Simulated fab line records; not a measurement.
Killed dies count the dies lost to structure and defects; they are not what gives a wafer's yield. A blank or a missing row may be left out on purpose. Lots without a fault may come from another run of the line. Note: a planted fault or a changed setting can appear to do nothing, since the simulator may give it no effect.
Struck lot and sound lot, side by side ; flow gf180mcu ; 17 steps out of a route of 602
Sound: wafers L997.2, L997.4, L997.5. Struck: wafer L112.2 (L112.5, L112.6, from the same lot, were not struck and are left out); the cause is given at the end.
Each step with rows lists, per side, the tool, then ch with its chambers, then its first start. Under that, the readings that differ: sound wafers ; struck wafers ; difference of the means ; sigmas: that difference in standard deviations of wafers without a fault.
alike: a reading whose means differ by less than 2 such deviations, as well as words and numbers matching on both sides. not compared: withheld readings; readings where some wafer has no value; bounds like >300 that might hide an equal value; numbers whose values overlap and for which the record gives no deviation.
Wherever a step has rows on one side only, a row that says differs or no value, or a row with sigmas, the two part there. When numbers do not overlap yet have no deviation, they are printed without sigmas and do not part them. A reading that every wafer of one side lacks parts them only if that side has two wafers or more.

first, 4 steps without rows for these wafers: GF_M4_SOFTBAKE_10 (time 60 s); GF_M4_EXPOSE_11 (exposes mask Metal4, target cd 280 nm); GF_M4_PEB_12 (peb time 90 s); GF_M4_DEVELOP_13 (develop time 60 s).
GF_M4_CD_MEAS_14 targets a cd of 280 nm.
  struck on cd sem-01, day 29 03:37; sound on cd sem-02, day 24 14:08
  alike: cd nm
GF_M4_OVL_MEAS_15:
  struck on overlay-01, day 29 03:43; sound on overlay-01, day 24 14:14
  alike: M4_OVL
GF_M4_METAL_ETCH_16: etches the open film in Cl2/BCl3, stops on SiO2, target depth 627.5 nm, time 104.6 s.
  sound on rie metal-01 ch 0, day 24 14:19; struck on rie metal-02 ch 1, day 29 03:45
reading;sound;struck;difference;sigmas
rf hours counter h (h);- - -;0;no value on the sound wafers;
  alike: drypump motor current A, he backside leak sccm, oes product au, throttle valve pct
GF_M4_STRIP_17: strips in O2/N2.
  sound on plasma asher-03 ch 1, day 24 14:29; struck on plasma asher-02 ch 0, day 29 03:52
  alike: drypump motor current A, heater power w, oes product au, strip time to endpoint s
  not compared: rf hours counter h
then, 3 steps without rows for these wafers: GF_M4_STRIP_18 (strips in post etch residue remover, time 1200 s); GF_M4_CLEAN_19 (cleans in DIW); GF_V4_CVD_00 (deposits SiO2, target thk 600 nm, time 100 s).
GF_V4_THK_MEAS_01:
  struck on film metro-03, day 29 04:31; sound on film metro-01, day 24 15:07
reading;sound;struck;difference;sigmas
V4_CVD_00_THK (nm);606 607 604;593;-13;-2
GF_V4_CVD_02: deposits SiO2 from TEOS, target thk 850 nm, time 94.851 s.
  sound on pecvd-03 ch 0,1,2, day 24 15:10; struck on pecvd-01 ch 2, day 29 04:34
reading;sound;struck;difference;sigmas
model.SiO2_of_V4_CVD_02.thk nm (nm);858.5 866.6 859.1;1199;+338;
  alike: heater power w
GF_V4_THK_MEAS_03:
  struck on film metro-03, day 29 04:39; sound on film metro-02, day 24 15:15
reading;sound;struck;difference;sigmas
V4_CVD_02_THK (nm);859 867 858;1200;+339;+37
GF_V4_CMP_04: polishes SiO2.
  sound on cmp-01 ch 0,1,3, day 24 15:18; struck on cmp-02 ch 0, day 29 04:42
reading;sound;struck;difference;sigmas
time to endpoint s (s);86 90 88;211;+123;+29
  alike: head pressure psi, motor current A
GF_V4_BOW_MEAS_05:
  struck on film metro-03, day 29 05:01; sound on film metro-01, day 24 15:37
  alike: V4_BOW
GF_PASSIVATION_PROBE_99:
  rows exist in the record for the sound wafers here (prober-02, day 29 23:25), none for the struck ones

WHERE THEY PART
First at GF_M4_METAL_ETCH_16; last, within this record, at GF_PASSIVATION_PROBE_99.

WHY: what had been put in by the simulator
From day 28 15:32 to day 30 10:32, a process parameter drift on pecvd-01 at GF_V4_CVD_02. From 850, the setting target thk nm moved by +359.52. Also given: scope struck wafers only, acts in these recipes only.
